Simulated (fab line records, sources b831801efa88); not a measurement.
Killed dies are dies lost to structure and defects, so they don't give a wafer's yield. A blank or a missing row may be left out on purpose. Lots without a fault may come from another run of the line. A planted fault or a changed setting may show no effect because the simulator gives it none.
Which tool did it? | flow gf180mcu | 6 lots, 18 wafers sampled, at 5 steps of a route of 602

WHAT THE GAUGES READ, wafer by wafer
GF_V4_THK_MEAS_03.
lot  | measured     | on            | V4_CVD_02_THK (nm)
L280 | day 24 06:22 | film_metro-03 | 842 844 861
L284 | day 26 00:24 | film_metro-03 | 858 865 859
L288 | day 27 16:12 | film_metro-04 | 866 861 864
L290 | day 28 03:29 | film_metro-03 | 750 778 779
L297 | day 29 18:03 | film_metro-02 | 837 841 856
L300 | day 30 11:51 | film_metro-03 | 846 864 859

WHICH TOOL RAN EACH LOT (tool, then ch and the chambers of the sampled wafers, then the start)
lot  | GF_V3_CMP_26                  | GF_M4_SPUTTER_00             | GF_M4_SPUTTER_03             | GF_V4_CVD_02
L280 | cmp-02 ch 0,1,2, day 23 06:23 | pvd_sputter-01, day 23 06:41 | pvd_sputter-01, day 23 06:50 | pecvd-01 ch 1,2, day 24 06:18
L284 | cmp-01 ch 2,3, day 25 01:19   | pvd_sputter-01, day 25 01:37 | pvd_sputter-01, day 25 01:47 | pecvd-02 ch 0,1,2, day 26 00:20
L288 | cmp-02 ch 1,2, day 26 18:05   | pvd_sputter-02, day 26 18:20 | pvd_sputter-02, day 26 18:30 | pecvd-04 ch 0,1,2, day 27 16:08
L290 | cmp-02 ch 1,2,3, day 27 06:09 | pvd_sputter-03, day 27 06:21 | pvd_sputter-03, day 27 06:31 | pecvd-04 ch 0,1,2, day 28 03:25
L297 | cmp-02 ch 0,1,3, day 28 21:51 | pvd_sputter-02, day 28 22:09 | pvd_sputter-02, day 28 22:19 | pecvd-02 ch 1,2, day 29 17:58
L300 | cmp-01 ch 1,2,3, day 29 16:30 | pvd_sputter-02, day 29 16:39 | pvd_sputter-02, day 29 16:49 | pecvd-02 ch 0,1, day 30 11:46
- GF_V3_CMP_26: polishes, stops on SiO2, t overpolish 15 s, target thk 0 nm.
- GF_M4_SPUTTER_00: material Ti, target thk 37.5 nm, time 150 s.
- GF_M4_SPUTTER_03: material Ti, target thk 10 nm, time 6.7 s.
- GF_V4_CVD_02: deposits SiO2 from TEOS, target thk 850 nm, time 94.851 s.

THE ANSWER, worked out from the rows above alone
Rule: what is usual is taken from the lots themselves. Put in order of their means at a reading, lots are off if they are a third of the lots or fewer, leave a main group of 4 or more, and stand apart from it by a gap of 3 or more times the standard deviation of the main group's means; of several such gaps the widest counts. A main group whose means are all the same, to the digits that the tables above print for the reading, isn't used. A lot without any number at a reading at which 4 lots or more have one is off too. The other lots that the step has rows for count as sound.
Off: L290, at GF_V4_THK_MEAS_03 (V4_CVD_02_THK). The main group: mean 855 nm, standard deviation 7.1.
A tool fits if, at a process step before that reading, it ran every lot that is off, and no sound lot after the first of them. The gauges at GF_V4_THK_MEAS_03 are tried like those tools. Can't be told from this: 2 tools fit, pvd_sputter-03 at GF_M4_SPUTTER_00 and GF_M4_SPUTTER_03, pecvd-04 at GF_V4_CVD_02.

WHAT THE SIMULATOR HAD PUT IN
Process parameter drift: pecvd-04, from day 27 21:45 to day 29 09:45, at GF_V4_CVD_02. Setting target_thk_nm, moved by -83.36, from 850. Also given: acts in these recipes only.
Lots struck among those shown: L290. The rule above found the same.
